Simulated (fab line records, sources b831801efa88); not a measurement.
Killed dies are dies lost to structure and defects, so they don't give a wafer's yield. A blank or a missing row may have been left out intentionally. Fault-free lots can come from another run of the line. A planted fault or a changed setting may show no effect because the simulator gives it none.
Problem report, 8D (eight disciplines) form, completed by code / flow gf180mcu / the parts of the form that need people (team, actions taken, sign-off) are left out

## 1. THE ISSUE
cathode-dc-power-W at GF_M1_SPUTTER_00 reads a mean of 3617.8 W on 6 wafers of 2 lots; wafers without a fault read 4000.0 W with a standard deviation of 0.77. So: -99 or more standard deviations from the usual mean.
The step: material Ti, target thk 37.5 nm, time 150 s.
First observed at day 22 03:58: wafer L863.1, on pvd-sputter-03. The record holds 36 wafers of 12 lots with a number at this step. Rule for "out" (also "out of limits"): further than 4 standard deviations from the usual mean. All remaining wafers that have a number are taken as sound.

## 2. WHAT IT IS; WHAT IT IS NOT
question=which readings at this step | is=cathode-dc-power-W | is not=chamber-pressure-pa, throttle-valve-pct
question=which lots | is=L863, L864 | is not=L847, L849, L851, L853, L856, L857, L858, L859, L862, L869
question=which wafers of those lots | is=all that have a number | is not=-
question=read on which tools | is=pvd-sputter-03 | is not=pvd-sputter-01, pvd-sputter-02
question=when | is=from day 22 03:58 | is not=up to then (27 sound wafers); but 3 sound wafers of L869 came after

## 3. THE SUSPECTS, EACH WITH WHAT RULES IT OUT
Counting: a tool at any process step up to the reading remains a suspect when it ran all the lots that are out and ran no sound lot after the first of those.
- pvd-sputter-03 at GF_M1_SPUTTER_00 (material Ti, target thk 37.5 nm, time 150 s): kept. It ran every lot that is out, first L863 (day 22 03:58), and no sound lot after that; its last sound lot up to then is L859 (day 20 15:05). On those wafers its own readings are out: cathode-dc-power-W.
The count leaves pvd-sputter-03 at GF_M1_SPUTTER_00.

## 4. THE CAUSE (what the simulator had put in)
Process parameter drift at GF_M1_SPUTTER_00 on pvd-sputter-03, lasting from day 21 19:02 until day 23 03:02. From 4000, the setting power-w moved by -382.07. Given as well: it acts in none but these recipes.
After counting, this tool was the only one left.

## 5. THE CHAIN OF EFFECTS, in route order
One row per reading whose mean, taken over the struck wafers that have a number, lies over 3 standard deviations from the usual. Scope: only readings with a usual standard deviation given in the record; hours: median across lots of the time from each lot's start at the first step in this table that gives one to its start at this step; sigmas: change in usual standard deviations.
hours=0; step=GF_M1_SPUTTER_00; reading=cathode-dc-power-W; usual=4000.0 W; on struck wafers=3617.8; change=-382.2; sigmas=-99 or more
It contains these process steps:
- GF_M1_SPUTTER_00: material Ti, target thk 37.5 nm, time 150 s.
Later steps that measure or inspect, where all struck wafers having a row at the step show a number for every such reading and not one has moved that far: GF_V1_CD_MEAS_14.

## 6. HOW IT WOULD HAVE BEEN CAUGHT EARLIER
In this record the first reading out of limits was taken at day 22 03:58, 9 hours after the fault began at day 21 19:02.
